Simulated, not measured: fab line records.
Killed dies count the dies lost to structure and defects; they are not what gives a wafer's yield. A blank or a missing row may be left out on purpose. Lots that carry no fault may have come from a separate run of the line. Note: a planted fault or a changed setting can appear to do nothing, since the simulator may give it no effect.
Comparing a struck lot with a sound one -- flow sky130 -- 36 steps out of a route of 708
Sound: these wafers, L506.1, L506.5, L506.6. Wafers struck: L519.1, L519.3, L519.5. The cause is given at the end.
Per side, at each step with rows, come the tool, then ch with its chambers, and then its first start. Under that, the readings that differ: sound wafers -- struck wafers -- difference of the means -- sigmas: that difference in standard deviations of wafers without a fault.
alike: readings with means less than 2 such deviations apart, plus words and numbers identical on both sides. not compared: withheld readings, readings lacking a value on some wafer, bounds such as >300 that could conceal the same value, and numbers that have no deviation in the record and whose values overlap.
Wherever a step has rows on one side only, a row that says differs or no value, or a row with sigmas, the two part there. When numbers do not overlap yet have no deviation, they are printed without sigmas and do not part them. Lack of a reading on every wafer of one side parts them only where that side has two or more wafers.

first, 10 steps without rows for these wafers: SKY_GATE_OXIDE_COAT_05 (resist thk 1140 nm); SKY_GATE_OXIDE_SOFTBAKE_06 (time 60 s); SKY_GATE_OXIDE_EXPOSE_07 (exposes mask LVOM, target cd 600 nm); SKY_GATE_OXIDE_PEB_08; SKY_GATE_OXIDE_DEVELOP_09 (develop time 60 s); SKY_GATE_OXIDE_IMPLANT_11; SKY_GATE_OXIDE_WET_ETCH_12 (etches SiO2 in dHF, target depth 16.8 nm, time 336 s); SKY_GATE_OXIDE_STRIP_13 (strips in O2/N2); SKY_GATE_OXIDE_CLEAN_15 (cleans in SC1/SC2, time 150 s); SKY_GATE_OXIDE_OXIDATION_16 (stabilise 600 s, purge 300 s, target thk 3.57 nm).
SKY_POLY_GATE_CVD_00: deposits poly-Si, target thk 180 nm, time 720 s.
  sound on lpcvd-01 ch 0, day 17 20:11; struck on lpcvd-01 ch 0, day 22 02:08
reading,sound,struck,difference,sigmas
model.poly-Si_of_POLY_GATE_CVD_00.thk_nm (nm),180.1 180.5 181.2,158.1 158.1 157.8,-22.6,
  alike: pressure_mtorr, spike_tc_lower_C, zone_power_bottom_pct, zone_power_upper_pct
SKY_POLY_GATE_THK_MEAS_01:
  sound on film_metro-01 at day 17 21:23; struck on film_metro-03 at day 22 03:20
reading,sound,struck,difference,sigmas
POLY_GATE_CVD_00_THK (nm),180.2 180.4 181.2,158.0 158.1 157.8,-22.6,-16
then, 9 steps without rows for these wafers: SKY_RES_PROTECT_DEHYDRATE_00 (time 60 s); SKY_RES_PROTECT_HMDS_01 (prime time 60 s); SKY_RES_PROTECT_COAT_02 (resist thk 1140 nm); SKY_RES_PROTECT_SOFTBAKE_03 (time 60 s); SKY_RES_PROTECT_EXPOSE_04 (exposes mask RPM, target cd 1270 nm); SKY_RES_PROTECT_PEB_05; SKY_RES_PROTECT_DEVELOP_06 (develop time 60 s); SKY_POLY_GATE_IMPLANT_02; SKY_RES_PROTECT_STRIP_07 (strips in O2/N2).
SKY_RES_PROTECT_CLEAN_09: cleans in SC1/SC2, time 150 s.
  sound on wet_bench-01 ch 2, day 19 02:52; struck on wet_bench-03 ch 0, day 23 09:40
reading,sound,struck,difference,sigmas
model.poly-Si_of_POLY_GATE_CVD_00.thk_nm (nm),179.4 179.8 180.6,157.5 157.5 157.2,-22.5,
then, 11 steps without rows for these wafers: SKY_POLY_GATE_CVD_03 (deposits Si3N4 from DCS/NH3, target thk 75 nm, time 1290 s); SKY_POLY_GATE_DEHYDRATE_05 (time 60 s); SKY_POLY_GATE_HMDS_06 (prime time 60 s); SKY_POLY_GATE_COAT_07 (resist thk 110 nm); SKY_POLY_GATE_COAT_08 (resist thk 450 nm); SKY_POLY_GATE_SOFTBAKE_09 (time 90 s); SKY_POLY_GATE_EXPOSE_10 (exposes mask P1M, target cd 150 nm); SKY_POLY_GATE_PEB_11; SKY_POLY_GATE_DEVELOP_12 (develop time 60 s); SKY_POLY_GATE_ETCH_15 (etches BARC in N2/H2, stops on SiO2, time 118.5 s, target depth 110 nm); SKY_POLY_GATE_ETCH_16 (etches Si3N4 in CH3F/O2, stops on poly-Si, time 147.5 s, target depth 75 nm).
SKY_POLY_GATE_ETCH_17: etches poly-Si in HBr/Cl2, stops on SiO2, target depth 180 nm, time 70.5 s.
  sound on rie_si-02 ch 0,1,2, day 20 12:14; struck on rie_si-01 ch 0,1,3, day 24 18:25
reading,sound,struck,difference,sigmas
oes_product_au (a.u.),0.990 0.993 0.992,0.903 0.901 0.901,-0.090,-11
model.etch.depth_nm (nm),179.4 179.7 179.5,157.5 157.5 157.2,-22.1,
model.POLY_GATE.feature_depth_nm (nm),179.4 179.7 179.5,157.5 157.5 157.2,-22.1,
  alike: HBr_flow_sccm, drypump_motor_current_A, he_backside_leak_sccm, throttle_valve_pct
  not compared: rf_hours_counter_h
then, 1 step without rows for these wafers: SKY_POLY_GATE_STRIP_18 (strips in O2/N2).
-- here the record skips 26 days between the struck wafers' starts before and after, leaving off in module POLY_GATE and picking up in module PAD_OPEN (first step shown: number 708 of the route) --
SKY_PAD_OPEN_PROBE_99:
  sound on prober-02 at day 48 14:46; struck on prober-01 at day 51 02:49
reading,sound,struck,difference,sigmas
model.etest.res_high_po.line_ohm_um,725 709.2 720.9,798 825.2 811.9,+93,
model.etest.res_poly.line_ohm_um,518.5 498.3 498.2,561.5 597.1 587.4,+77.0,
model.etest.res_high_po.rs_ohm_sq,254 249.7 253.3,281.6 289.4 281.4,+31.8,
model.etest.cap_li_to_poly.c_af_um2,103.8 100.3 102,94.23 91.91 95.26,-8.23,
model.etest.res_poly.rs_ohm_sq,47.72 47.21 46.74,52.61 53.88 52.8,+5.87,
  alike: killed_at_M0_to_M3, killed_at_M4_up, killed_at_contacts, killed_at_front_end, killed_at_other, killed_dies, killed_open, killed_short
  not compared: model.etest.licon_high_po.rc_ohm

== WHERE THEY PART ==
Earliest at SKY_POLY_GATE_THK_MEAS_01; latest, in this record, at SKY_POLY_GATE_ETCH_17. Later steps at which nothing parts them and some readings are alike: SKY_PAD_OPEN_PROBE_99.

WHY: what had been put in by the simulator
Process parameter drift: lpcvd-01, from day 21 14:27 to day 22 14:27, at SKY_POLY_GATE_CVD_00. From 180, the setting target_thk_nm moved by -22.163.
